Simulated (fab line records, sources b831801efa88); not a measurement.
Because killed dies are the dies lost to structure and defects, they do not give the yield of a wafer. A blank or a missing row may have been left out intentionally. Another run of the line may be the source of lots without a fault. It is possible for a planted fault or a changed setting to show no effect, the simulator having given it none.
Chamber matching + flow sfq-line + SFQ_TRILAYER_I2_CMP_CMP_064 on cmp-02: 4 sister chambers
The step polishes SiO2. 7 wafers are shown with their chamber, then 7 later ones without.

## WAFERS PAIRED WITH THEIR CHAMBERS
| wafer  | chamber | motor-current-A (A) | time-to-endpoint-s (s) |
|--------|---------|---------------------|------------------------|
| L471.1 | 3       | 8.7                 | 212                    |
| L483.3 | 0       | 11.1                | 215                    |
| L484.3 | 0       | 11.4                | 206                    |
| L484.5 | 1       | 10.3                | 216                    |
| L484.6 | 2       | 11.3                | 206                    |
| L486.4 | 2       | 11.9                | 223                    |
| L486.3 | 1       | 10.4                | 216                    |

## WAFERS WITHOUT THEIR CHAMBER
| wafer  | motor-current-A (A) | time-to-endpoint-s (s) |
|--------|---------------------|------------------------|
| L486.6 | 12.5                | 224                    |
| L489.1 | 9.8                 | 220                    |
| L489.5 | 10.6                | 215                    |
| L489.6 | 8.5                 | 212                    |
| L490.1 | 8.7                 | 204                    |
| L490.2 | 10.8                | 212                    |
| L490.6 | 10.3                | 217                    |

## WHICH CHAMBER EACH WENT THROUGH
| wafer  | from the rows above          | in truth                   |
|--------|------------------------------|----------------------------|
| L486.6 | can't be placed: 2 or 0      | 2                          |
| L489.1 | 1                            | 1                          |
| L489.5 | can't be placed: 1 or 0      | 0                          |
| L489.6 | 3                            | 3                          |
| L490.1 | 3                            | 3                          |
| L490.2 | can't be placed: 0 or 1 or 2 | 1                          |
| L490.6 | 1                            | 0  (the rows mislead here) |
Correctly placed: 3 of 7. Can't be placed from these rows: 3 (the true chamber is among the candidates in 3). Wrongly placed: 1.
How it was worked out, from the rows above alone: a wafer's distance from a chamber is the root of the sum, over the readings, of the square of ((its reading less the chamber's mean) divided by the reading's scatter). If the next closest chamber is less than 2 further off than the closest, the wafer can't be placed; otherwise it belongs to the closest. The mean given for a chamber averages the wafers shown for that chamber. How the scatter is found: for the shown wafers, subtract from each reading the mean of its chamber, square and add these, divide the total by (wafers less chambers), then take the root.
